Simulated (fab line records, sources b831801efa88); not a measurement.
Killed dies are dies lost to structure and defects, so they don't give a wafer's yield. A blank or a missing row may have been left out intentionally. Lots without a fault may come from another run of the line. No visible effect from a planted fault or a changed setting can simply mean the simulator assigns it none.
Comparing a struck lot with a sound one / flow gf180mcu / 22 steps out of a route of 602
Sound: the wafers L932.1, L932.4, L932.5. Struck: wafers L940.1, L940.2, L940.6. The cause is given at the end.
Per side, at each step with rows, come the tool, then ch with its chambers, and then its first start. Under that, the readings that differ: sound wafers / struck wafers / difference of the means / sigmas: that difference in standard deviations of wafers without a fault.
alike: readings whose means differ by less than 2 such deviations, and words and numbers that are the same on both sides. not compared: withheld readings, readings that some wafer has no value for, bounds like >300 that may hide the same value, and numbers for which the record gives no deviation and whose values overlap.
A row with sigmas, a row that says differs or no value, or rows on one side alone: a step with any of these is where the two part. Non-overlapping numbers with no deviation appear without sigmas and do not part them. A reading missing from all wafers of one side parts the sides only when that side holds two or more wafers.

first, 3 steps without rows for these wafers: GF_HV_LDD_EXPOSE_04 (exposes mask Nplus LV AREA, target cd 400 nm); GF_HV_LDD_PEB_05; GF_HV_LDD_DEVELOP_06 (develop time 60 s).
GF_HV_LDD_CD_MEAS_07 targets a cd of 400 nm.
  sound: cdSem-02 at day 11 05:40; struck: cdSem-01 at day 13 16:05
  alike: cdNm
GF_HV_LDD_OVL_MEAS_08:
  sound: overlay-01 at day 11 05:47; struck: overlay-02 at day 13 16:12
  alike: HV_LDD_OVL
following that, these wafers have no rows for 1 step: GF_HV_LDD_IMPLANT_09.
GF_HV_LDD_STRIP_10: strips in O2/N2.
  sound on plasmaAsher-04 ch 0,1, day 11 05:58; struck on plasmaAsher-03 ch 0,1, day 13 16:23
reading=heaterPowerW (W); sound=288 283 281; struck=341 375 352; difference=+72; sigmas=+2
reading=stripTimeToEndpointS (s); sound=12.70 12.68 12.71; struck=12.59 12.58 12.57; difference=-0.12; sigmas=-4
  alike: drypumpMotorCurrentA, oesProductAu
  not compared: rfHoursCounterH
GF_HV_LDD_TW_MEAS_11:
  sound: filmMetro-04 at day 11 06:04; struck: filmMetro-01 at day 13 16:29
  alike: HV_LDD_TW
then, 4 steps without rows for these wafers: GF_HV_LDD_DEHYDRATE_12 (time 60 s); GF_HV_LDD_HMDS_13 (prime time 60 s); GF_HV_LDD_COAT_14 (resist thk 1000 nm); GF_HV_LDD_SOFTBAKE_15 (time 60 s).
GF_HV_LDD_EXPOSE_16: exposes mask Pplus LV AREA, target cd 400 nm.
  sound on ilineStepper-02 ch 0, day 11 15:35; struck on ilineStepper-02 ch 0, day 14 03:08
reading=mask; sound=Pplus_LV_AREA#0 Pplus_LV_AREA#0 Pplus_LV_AREA#0; struck=Nplus_LV_AREA#0 Nplus_LV_AREA#0 Nplus_LV_AREA#0; difference=differs; sigmas=
  alike: stageVelMmS
then, 2 steps without rows for these wafers: GF_HV_LDD_PEB_17; GF_HV_LDD_DEVELOP_18 (develop time 60 s).
GF_HV_LDD_CD_MEAS_19 targets a cd of 400 nm.
  sound: cdSem-01 at day 12 01:05; struck: cdSem-02 at day 14 13:07
reading=cdNm (nm); sound=399.5 399.6 399.1; struck=- - -; difference=no value on the struck wafers; sigmas=
GF_HV_LDD_OVL_MEAS_20:
  sound: overlay-02 at day 12 01:13; struck: overlay-02 at day 14 13:14
reading=HV_LDD_01_OVL (nm); sound=-2.7 -2.6 -1.4; struck=- - -; difference=no value on the struck wafers; sigmas=
following that, these wafers have no rows for 1 step: GF_HV_LDD_IMPLANT_21.
GF_HV_LDD_STRIP_22: strips in O2/N2.
  sound on plasmaAsher-03 ch 0, day 12 01:23; struck on plasmaAsher-03 ch 0,1, day 14 13:25
  alike: drypumpMotorCurrentA, heaterPowerW, oesProductAu, stripTimeToEndpointS
  not compared: rfHoursCounterH
GF_HV_LDD_TW_MEAS_23:
  sound: filmMetro-04 at day 12 01:29; struck: filmMetro-02 at day 14 13:31
reading=HV_LDD_2_TW; sound=1058 1053 1052; struck=30 30 30; difference=-1024; sigmas=-99 or more
then, 1 step without rows for these wafers: GF_HV_LDD_DEHYDRATE_24 (time 60 s).
-- here the record skips 18 days between the struck wafers' starts before and after, leaving off in module HV_LDD and picking up in module PASSIVATION (first step shown: number 602 of the route) --
GF_PASSIVATION_PROBE_99:
  only the struck wafers here have rows in the record (prober-02, day 32 09:32); the sound ones have none

== WHERE THEY PART ==
Last at GF_PASSIVATION_PROBE_99 as far as this record goes, first at GF_HV_LDD_STRIP_10.

WHY: what the simulator had put in
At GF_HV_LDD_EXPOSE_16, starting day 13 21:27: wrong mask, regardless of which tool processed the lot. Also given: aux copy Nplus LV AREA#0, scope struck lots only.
